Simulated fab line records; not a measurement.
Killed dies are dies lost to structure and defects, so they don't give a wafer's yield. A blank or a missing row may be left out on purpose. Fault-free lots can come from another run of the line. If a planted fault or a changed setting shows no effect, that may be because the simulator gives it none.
Chamber matching + flow gf180mcu + GF_PASSIVATION_CVD_00 on pecvd-03 has 3 sister chambers
The step deposits SiO2 from TEOS, target thk 1000 nm, time 111.95 s. 6 wafers are shown with their chamber, then 7 later ones without.

WAFERS, EACH WITH ITS CHAMBER
| wafer  | chamber | heater_power_w (W) | heater_power_outer_w (W) |
|--------|---------|--------------------|--------------------------|
| L087.1 | 2       | 862                | 526                      |
| L087.2 | 0       | 604                | 347                      |
| L088.5 | 2       | 845                | 526                      |
| L088.6 | 0       | 662                | 377                      |
| L093.2 | 1       | 752                | 474                      |
| L093.5 | 1       | 803                | 523                      |

WAFERS WHOSE CHAMBER IS MISSING
| wafer  | heater_power_w (W) | heater_power_outer_w (W) |
|--------|--------------------|--------------------------|
| L093.6 | 655                | 391                      |
| L095.2 | 590                | 341                      |
| L095.3 | 737                | 443                      |
| L095.4 | 786                | 497                      |
| L096.3 | 814                | 499                      |
| L096.4 | 601                | 352                      |
| L096.5 | 868                | 524                      |

CHAMBER TAKEN BY EACH
| wafer  | from the rows above     | in truth |
|--------|-------------------------|----------|
| L093.6 | 0                       | 0        |
| L095.2 | 0                       | 0        |
| L095.3 | 1                       | 1        |
| L095.4 | 1                       | 1        |
| L096.3 | can't be placed: 1 or 2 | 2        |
| L096.4 | 0                       | 0        |
| L096.5 | 2                       | 2        |
6 of 7 placed correctly. These rows do not allow placing 1 (true chamber among the candidates in 1). 0 placed wrongly.
How it was worked out, from the rows above alone: a wafer's distance from a chamber is the root of the sum, over the readings, of the square of ((its reading less the chamber's mean) divided by the reading's scatter). The wafer belongs to the nearest chamber; if the next one is less than 2 further off, it can't be placed. The mean given for a chamber averages the wafers shown for that chamber. The scatter: the root of (the sum of the squares of (reading less its chamber's mean) over the shown wafers, divided by (wafers less chambers)).
